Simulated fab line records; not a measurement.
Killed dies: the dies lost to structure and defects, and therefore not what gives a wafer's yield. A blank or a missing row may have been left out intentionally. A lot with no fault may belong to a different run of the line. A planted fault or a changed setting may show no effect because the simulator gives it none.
A lot that was struck, set against a sound lot || flow gf180mcu || 15 out of 602 route steps
Sound: these wafers, L908.4, L908.5, L908.6. Wafers L922.2, L922.3, L922.6 were the ones struck. The cause comes at the end.
Order at every step that has rows: each side's tool, ch and its chambers, its first start. Under that, the readings that differ: sound wafers || struck wafers || difference of the means || sigmas: that difference in standard deviations of wafers without a fault.
alike: readings with means less than 2 such deviations apart, plus words and numbers identical on both sides. not compared: withheld readings, readings lacking a value on some wafer, bounds such as >300 that could conceal the same value, and numbers that have no deviation in the record and whose values overlap.
Wherever a step has rows on one side only, a row that says differs or no value, or a row with sigmas, the two part there. Non-overlapping numbers with no deviation appear without sigmas and do not part them. A reading that every wafer of one side lacks parts them only if that side has two wafers or more.

GF_PASSIVATION_CVD_00: deposits SiO2 from TEOS, target thk 1000 nm, time 111.95 s.
  sound on pecvd-01 ch 0,1,2, day 30 13:43; struck on pecvd-04 ch 1,2, day 34 03:05
  alike: heater power w
GF_PASSIVATION_THK_MEAS_01:
  struck on film metro-04, day 34 03:11; sound on film metro-01, day 30 13:47
  alike: PASSIVATION_CVD_00_THK
GF_PASSIVATION_CVD_02: deposits Si3N4, target thk 700 nm, time 486.18 s.
  sound on pecvd-04 ch 0,1,2, day 30 13:58; struck on pecvd-03 ch 0,1,2, day 34 03:14
  alike: heater power w
GF_PASSIVATION_THK_MEAS_03:
  struck on film metro-04, day 34 03:31; sound on film metro-04, day 30 14:08
  alike: PASSIVATION_CVD_02_THK
then, 7 steps without rows for these wafers: GF_PASSIVATION_DEHYDRATE_04 (time 60 s); GF_PASSIVATION_HMDS_05 (prime time 60 s); GF_PASSIVATION_COAT_06 (resist thk 4000 nm); GF_PASSIVATION_SOFTBAKE_07; GF_PASSIVATION_EXPOSE_08 (exposes mask Pad, target cd 40000 nm); GF_PASSIVATION_PEB_09; GF_PASSIVATION_DEVELOP_10 (develop time 60 s).
GF_PASSIVATION_ETCH_11: etches the open film in CF4/O2, stops on TiN, target depth 1800 nm, time 400 s.
  sound on rie diel-03 ch 1,2,3, day 31 07:38; struck on rie diel-04 ch 0,1,3, day 34 17:50
  alike: drypump motor current A, oes product au, throttle valve pct
  not compared: rf hours counter h
GF_PASSIVATION_STRIP_12: strips in O2/N2.
  sound on plasma asher-01 ch 0,1, day 31 07:54; struck on plasma asher-03 ch 0,1, day 34 18:05
  no value came back on the struck wafers for any of 5 readings (chamber pressure mTorr (mTorr), drypump motor current A (A) and others); on the sound wafers chamber pressure mTorr (mTorr) reads 1499.2 1499.7 1499.9
{"reading": "model.coat_of_PASSIVATION_COAT_06.thk nm (nm)", "sound": "0 0 0", "struck": "2812 2804 2788", "difference": "+2801", "sigmas": ""}
  not compared: rf hours counter h
then, 1 step without rows for these wafers: GF_PASSIVATION_ANNEAL_13 (time 1800 s).
GF_PASSIVATION_BOW_MEAS_14:
  struck on film metro-01, day 34 19:42; sound on film metro-04, day 31 09:32
{"reading": "PASSIVATION_BOW (um)", "sound": "138 143 143", "struck": "110 112 109", "difference": -31, "sigmas": -4}

== WHERE THEY PART ==
Last at GF_PASSIVATION_BOW_MEAS_14 as far as this record goes, first at GF_PASSIVATION_STRIP_12.

WHY: what the simulator had put in
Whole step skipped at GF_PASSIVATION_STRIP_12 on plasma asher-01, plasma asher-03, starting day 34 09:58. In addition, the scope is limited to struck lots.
